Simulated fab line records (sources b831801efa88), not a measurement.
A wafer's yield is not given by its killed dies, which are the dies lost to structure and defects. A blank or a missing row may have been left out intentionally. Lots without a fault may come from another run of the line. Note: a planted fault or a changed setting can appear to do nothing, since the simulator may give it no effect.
Problem report, 8D (eight disciplines) form, completed by code | flow gf180mcu | the parts of the form that need people (team, actions taken, sign-off) are left out

== 1. WHAT WENT WRONG ==
Across 5 wafers from 3 lots, V2_W_RS at GF_V2_RS_MEAS_24 averages 0.582 ohm/sq, while fault-free wafers read 0.326 ohm/sq with a standard deviation of 0.0033. That is +77 standard deviations from the usual mean.
The step: measures by four-point-probe.
The first sign was on wafer L507.3 at day 24 15:43, on filmMetro-04. Wafers with a number at this step in the record: 30, from 10 lots. By rule, "out" or "out of limits" means more than 4 standard deviations away from the usual mean. The other wafers with a number count as sound.

== 2. WHAT IT IS; WHAT IT IS NOT ==
question                    | is                                     | is not
which readings at this step | V2_W_RS                                | -
which lots                  | L507, L508, L509                       | L496, L497, L498, L502, L512, L518, L519
which wafers of those lots  | L507.3, L507.4, L508.1, L508.4, L509.4 | L507.5, L508.5, L509.5, L509.6
read on which gauges        | filmMetro-03, filmMetro-04             | filmMetro-01
when                        | from day 24 15:43                      | up to then (13 sound wafers); but 12 sound wafers of L508, L509, L512, L518, L519 came after

== 3. WHAT RULES OUT EACH SUSPECT ==
Counting: if a tool at a process step up to the reading ran every lot that is out, it stays a suspect. Sound lots after the first of them don't rule it out here, since some wafers of a struck lot are sound.
- the gauge at GF_V2_RS_MEAS_24: ruled out. Those wafers that are out were read across 2 gauges (filmMetro-03, filmMetro-04).
- cvdW-02 at GF_V2_CVD_23 (deposits W, target thk 350 nm, time 104.94 s): kept. Ran every lot that is out, first one L507 (day 24 15:37); last sound lot up to then L498 (day 20 15:14).
After counting, what remains is cvdW-02 at GF_V2_CVD_23.

== 4. THE CAUSE (what the simulator had put in) ==
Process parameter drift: cvdW-02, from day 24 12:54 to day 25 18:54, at GF_V2_CVD_23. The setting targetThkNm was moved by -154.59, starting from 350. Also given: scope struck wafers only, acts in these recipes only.
Only this tool survived the counting.

== 5. THE EFFECT CHAIN, in route order ==
One row per reading whose mean, taken over the struck wafers that have a number, lies over 3 standard deviations from the usual. Only readings whose record carries a usual standard deviation are examined. hours: median over the lots of the time between each lot's start at the first step of this table that gives one and its start at this step. sigmas: the change, counted in usual standard deviations.
hours | step              | reading         | usual        | on struck wafers | change | sigmas
0     | GF_V2_RS_MEAS_24  | V2_W_RS         | 0.326 ohm/sq | 0.582            | +0.256 | +77
0     | GF_V2_THK_MEAS_25 | V2_W_THK        | 347 nm       | 196              | -151   | -34
0     | GF_V2_CMP_26      | timeToEndpointS | 86 s         | 50               | -36    | -12
The process steps in it:
- GF_V2_CMP_26: polishes, stops on SiO2, t overpolish 15 s, target thk 0 nm.

== 6. HOW IT WOULD HAVE BEEN CAUGHT EARLIER ==
Counted from the fault's start at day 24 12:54, it took 3 hours until the first out-of-limits reading at a measuring or inspecting step in this record, taken at day 24 15:43.
Tool readings at GF_V2_CVD_23 with a usual standard deviation given in the record: none out on any struck wafer, hence no alarm at a limit of 4 standard deviations on them.
Lots out: 3; of these, L508, L509 started GF_V2_CVD_23 on cvdW-02 after day 24 15:43. A hold on the tool at that time would have spared those 2.
